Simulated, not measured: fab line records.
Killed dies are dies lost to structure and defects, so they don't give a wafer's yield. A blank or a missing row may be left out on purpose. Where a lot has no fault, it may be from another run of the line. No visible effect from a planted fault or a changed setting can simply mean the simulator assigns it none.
Chamber matching | flow sky130 | 4 sister chambers for SKY_PASSIVATION_ETCH_11 on rie_diel-02
The step etches the open film in CF4/O2, stops on AlCu, target depth 725 nm, time 161.1 s. 16 wafers are shown with their chamber, then 8 later ones without.

== WAFERS PAIRED WITH THEIR CHAMBERS ==
wafer  | chamber | drypump_motor_current_A (A) | rf_fwd_power_W (W) | oes_product_au (a.u.)
L078.1 | 2       | 5.3                         | 800.0              | 0.961
L078.3 | 3       | 5.7                         | 793.4              | 0.973
L078.4 | 1       | 6.5                         | 795.6              | 0.977
L077.1 | 0       | 5.8                         | 799.4              | 0.979
L077.2 | 1       | 6.5                         | 794.8              | 0.974
L077.4 | 2       | 5.3                         | 796.7              | 0.976
L079.4 | 0       | 5.8                         | 800.5              | 0.975
L079.5 | 0       | 5.8                         | 797.4              | 0.985
L079.6 | 1       | 6.5                         | 795.5              | 0.976
L081.4 | 1       | 6.5                         | 795.7              | 0.981
L081.5 | 3       | 5.7                         | 795.6              | 0.982
L081.6 | 2       | 5.3                         | 799.3              | 0.969
L085.1 | 3       | 5.8                         | 791.1              | 0.970
L085.3 | 1       | 6.5                         | 795.2              | 0.970
L085.5 | 0       | 5.8                         | 802.4              | 0.979
L086.1 | 0       | 5.8                         | 796.3              | 0.973

SIGNATURES, as means of the wafers listed above
reading                 | chamber 0 | chamber 1 | chamber 2 | chamber 3 | scatter within a chamber
drypump_motor_current_A | 5.800     | 6.500     | 5.300     | 5.733     | 0.0236
rf_fwd_power_W          | 799.200   | 795.360   | 798.667   | 793.367   | 1.83
oes_product_au          | 0.97820   | 0.97560   | 0.96867   | 0.97500   | 0.00533
Rule: a wafer lies at a distance from a chamber equal to the root of the sum of squares, over the readings, of (its reading less the chamber's mean, divided by the reading's scatter). The wafer belongs to the nearest chamber; if the next one is less than 2 further off, it can't be placed. The scatter is the square root of a quotient: the sum, over the shown wafers, of each reading's squared deviation from its chamber's mean, divided by wafers minus chambers.

== WAFERS WITHOUT THEIR CHAMBER ==
wafer  | drypump_motor_current_A (A) | rf_fwd_power_W (W) | oes_product_au (a.u.)
L086.3 | 5.3                         | 797.2              | 0.974
L086.5 | 5.7                         | 795.3              | 0.981
L089.1 | 5.3                         | 796.0              | 0.967
L089.2 | 5.7                         | 791.9              | 0.974
L089.3 | 5.8                         | 795.6              | 0.983
L095.4 | 5.7                         | 796.9              | 0.974
L095.5 | 6.5                         | 795.1              | 0.974
L095.6 | 5.8                         | 794.1              | 0.977

== THE CHAMBER EACH PASSED THROUGH ==
wafer  | from the rows above     | in truth
L086.3 | 2                       | 2
L086.5 | 3                       | 3
L089.1 | 2                       | 2
L089.2 | 3                       | 3
L089.3 | can't be placed: 0 or 3 | 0
L095.4 | 3                       | 3
L095.5 | 1                       | 1
L095.6 | can't be placed: 0 or 3 | 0
Placed correctly: 6 of 8. From these rows, 2 cannot be placed; in 2 the true chamber is one of the candidates. Placed wrongly: 0.
